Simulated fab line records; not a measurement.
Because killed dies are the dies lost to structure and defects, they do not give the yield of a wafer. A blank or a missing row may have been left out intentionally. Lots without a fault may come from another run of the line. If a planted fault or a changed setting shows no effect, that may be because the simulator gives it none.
Which tool was responsible? || flow gf180mcu || Sampling: 13 lots, 39 wafers, 3 of 602 route steps

WHAT THE GAUGES READ, wafer by wafer
GF_STI_THK_MEAS_22.
{"lot": "L884", "measured": "day 2 05:23", "on": "film_metro-01", "STI_OXIDATION_01_THK (nm)": "14.96 14.51 14.83"}
{"lot": "L885", "measured": "day 2 13:44", "on": "film_metro-03", "STI_OXIDATION_01_THK (nm)": "15.51 15.61 15.35"}
{"lot": "L887", "measured": "day 2 19:58", "on": "film_metro-03", "STI_OXIDATION_01_THK (nm)": "15.08 14.77 15.09"}
{"lot": "L888", "measured": "day 3 02:32", "on": "film_metro-01", "STI_OXIDATION_01_THK (nm)": "15.49 15.12 15.05"}
{"lot": "L890", "measured": "day 3 11:20", "on": "film_metro-03", "STI_OXIDATION_01_THK (nm)": "14.91 14.93 14.88"}
{"lot": "L893", "measured": "day 4 01:37", "on": "film_metro-01", "STI_OXIDATION_01_THK (nm)": "14.14 14.32 14.34"}
{"lot": "L898", "measured": "day 5 06:12", "on": "film_metro-04", "STI_OXIDATION_01_THK (nm)": "14.83 14.64 15.07"}
{"lot": "L899", "measured": "day 5 09:20", "on": "film_metro-04", "STI_OXIDATION_01_THK (nm)": "14.65 14.93 15.00"}
{"lot": "L902", "measured": "day 6 02:56", "on": "film_metro-03", "STI_OXIDATION_01_THK (nm)": "14.66 14.64 14.61"}
{"lot": "L903", "measured": "day 6 07:51", "on": "film_metro-01", "STI_OXIDATION_01_THK (nm)": "14.90 14.73 14.92"}
{"lot": "L905", "measured": "day 6 15:38", "on": "film_metro-03", "STI_OXIDATION_01_THK (nm)": "14.84 15.06 15.00"}
{"lot": "L906", "measured": "day 7 00:31", "on": "film_metro-04", "STI_OXIDATION_01_THK (nm)": "15.40 15.14 15.52"}
{"lot": "L907", "measured": "day 7 02:16", "on": "film_metro-04", "STI_OXIDATION_01_THK (nm)": "14.99 14.97 14.93"}

GF_MVSD_TW_MEAS_11.
{"lot": "L884", "measured": "day 4 16:49", "on": "film_metro-01", "MVSD_TW": "1609 1604 1602"}
{"lot": "L885", "measured": "day 4 23:48", "on": "film_metro-02", "MVSD_TW": "1571 1566 1553"}
{"lot": "L887", "measured": "day 5 04:34", "on": "film_metro-04", "MVSD_TW": "1580 1587 1582"}
{"lot": "L888", "measured": "day 5 12:55", "on": "film_metro-01", "MVSD_TW": "1605 1604 1603"}
{"lot": "L890", "measured": "day 5 20:40", "on": "film_metro-01", "MVSD_TW": "1597 1609 1597"}
{"lot": "L893", "measured": "day 6 13:00", "on": "film_metro-02", "MVSD_TW": "1553 1554 1554"}
{"lot": "L898", "measured": "day 7 23:31", "on": "film_metro-02", "MVSD_TW": "1555 1564 1555"}
{"lot": "L899", "measured": "day 8 04:25", "on": "film_metro-04", "MVSD_TW": "1565 1572 1578"}
{"lot": "L902", "measured": "day 8 22:30", "on": "film_metro-02", "MVSD_TW": "1565 1559 1568"}
{"lot": "L903", "measured": "day 9 04:57", "on": "film_metro-04", "MVSD_TW": "1565 1568 1568"}
{"lot": "L905", "measured": "day 9 11:58", "on": "film_metro-02", "MVSD_TW": "1573 1570 1574"}
{"lot": "L906", "measured": "day 9 23:51", "on": "film_metro-02", "MVSD_TW": "1572 1553 1555"}
{"lot": "L907", "measured": "day 10 01:10", "on": "film_metro-01", "MVSD_TW": "1596 1603 1604"}

WHICH TOOL RAN EACH LOT (tool, then ch and the chambers of the sampled wafers, then the start)
{"lot": "L884", "GF_NWELL_STRIP_10": "plasma_asher-02 ch 0,1, day 3 12:42"}
{"lot": "L885", "GF_NWELL_STRIP_10": "plasma_asher-02 ch 0,1, day 3 19:58"}
{"lot": "L887", "GF_NWELL_STRIP_10": "plasma_asher-02 ch 0,1, day 4 00:19"}
{"lot": "L888", "GF_NWELL_STRIP_10": "plasma_asher-02 ch 0, day 4 08:28"}
{"lot": "L890", "GF_NWELL_STRIP_10": "plasma_asher-02 ch 0,1, day 4 16:09"}
{"lot": "L893", "GF_NWELL_STRIP_10": "plasma_asher-02 ch 0,1, day 5 07:12"}
{"lot": "L898", "GF_NWELL_STRIP_10": "plasma_asher-01 ch 0,1, day 6 15:49"}
{"lot": "L899", "GF_NWELL_STRIP_10": "plasma_asher-02 ch 0,1, day 6 19:51"}
{"lot": "L902", "GF_NWELL_STRIP_10": "plasma_asher-01 ch 0,1, day 7 13:27"}
{"lot": "L903", "GF_NWELL_STRIP_10": "plasma_asher-01 ch 0,1, day 7 19:27"}
{"lot": "L905", "GF_NWELL_STRIP_10": "plasma_asher-03 ch 0,1, day 8 01:07"}
{"lot": "L906", "GF_NWELL_STRIP_10": "plasma_asher-02 ch 0,1, day 8 12:28"}
{"lot": "L907", "GF_NWELL_STRIP_10": "plasma_asher-02 ch 0,1, day 8 13:54"}
- GF_NWELL_STRIP_10: strips in O2/N2.

AS READ BY THE TOOLS THEMSELVES (means over the sampled wafers that have a number; for cases with no such wafer, the mark the record gives instead)
GF_NWELL_STRIP_10.
{"lot": "L884", "tool": "plasma_asher-02", "drypump_motor_current_A (A)": 5.9, "heater_power_w (W)": 308, "oes_product_au (a.u.)": 0.720, "strip_time_to_endpoint_s (s)": 37.15}
{"lot": "L885", "tool": "plasma_asher-02", "drypump_motor_current_A (A)": 5.9, "heater_power_w (W)": 303, "oes_product_au (a.u.)": 0.724, "strip_time_to_endpoint_s (s)": 36.99}
{"lot": "L887", "tool": "plasma_asher-02", "drypump_motor_current_A (A)": 6.1, "heater_power_w (W)": 309, "oes_product_au (a.u.)": 0.721, "strip_time_to_endpoint_s (s)": 37.03}
{"lot": "L888", "tool": "plasma_asher-02", "drypump_motor_current_A (A)": 5.6, "heater_power_w (W)": 302, "oes_product_au (a.u.)": 0.721, "strip_time_to_endpoint_s (s)": 37.01}
{"lot": "L890", "tool": "plasma_asher-02", "drypump_motor_current_A (A)": 6.2, "heater_power_w (W)": 309, "oes_product_au (a.u.)": 0.723, "strip_time_to_endpoint_s (s)": 36.91}
{"lot": "L893", "tool": "plasma_asher-02", "drypump_motor_current_A (A)": 5.9, "heater_power_w (W)": 302, "oes_product_au (a.u.)": 0.718, "strip_time_to_endpoint_s (s)": 36.82}
{"lot": "L898", "tool": "plasma_asher-01", "drypump_motor_current_A (A)": 5.6, "heater_power_w (W)": 333, "oes_product_au (a.u.)": 0.724, "strip_time_to_endpoint_s (s)": 37.10}
{"lot": "L899", "tool": "plasma_asher-02", "drypump_motor_current_A (A)": 5.9, "heater_power_w (W)": 316, "oes_product_au (a.u.)": 0.720, "strip_time_to_endpoint_s (s)": 37.09}
{"lot": "L902", "tool": "plasma_asher-01", "drypump_motor_current_A (A)": 5.6, "heater_power_w (W)": 329, "oes_product_au (a.u.)": 0.725, "strip_time_to_endpoint_s (s)": 37.08}
{"lot": "L903", "tool": "plasma_asher-01", "drypump_motor_current_A (A)": 6.2, "heater_power_w (W)": 350, "oes_product_au (a.u.)": 0.720, "strip_time_to_endpoint_s (s)": 36.95}
{"lot": "L905", "tool": "plasma_asher-03", "drypump_motor_current_A (A)": 5.6, "heater_power_w (W)": 333, "oes_product_au (a.u.)": 0.722, "strip_time_to_endpoint_s (s)": 37.02}
{"lot": "L906", "tool": "plasma_asher-02", "drypump_motor_current_A (A)": 5.9, "heater_power_w (W)": 312, "oes_product_au (a.u.)": 0.719, "strip_time_to_endpoint_s (s)": 37.15}
{"lot": "L907", "tool": "plasma_asher-02", "drypump_motor_current_A (A)": 5.9, "heater_power_w (W)": 311, "oes_product_au (a.u.)": 0.719, "strip_time_to_endpoint_s (s)": 37.00}

THE ANSWER, worked out from the rows above alone
Rule: what is usual is taken from the lots themselves. Put in order of their means at a reading, lots are off if they are a third of the lots or fewer, leave a main group of 4 or more, and stand apart from it by a gap of 3 or more times the standard deviation of the main group's means; of several such gaps the widest counts. The tables above print the reading to a certain number of digits; a main group whose means all agree to those digits is not used. A lot without any number at a reading at which 4 lots or more have one is off too. Any other lot the step has rows for is counted as sound. First the gauges in route order, then the tools' own readings, where a lot's mean is used as printed above. At the first step where some lot is off, the reading lying furthest off is the one used; lots without a number count as furthest.
No lot is off on any of the readings shown, so nothing can be concluded from this.

WHAT HAD BEEN PUT IN BY THE SIMULATOR
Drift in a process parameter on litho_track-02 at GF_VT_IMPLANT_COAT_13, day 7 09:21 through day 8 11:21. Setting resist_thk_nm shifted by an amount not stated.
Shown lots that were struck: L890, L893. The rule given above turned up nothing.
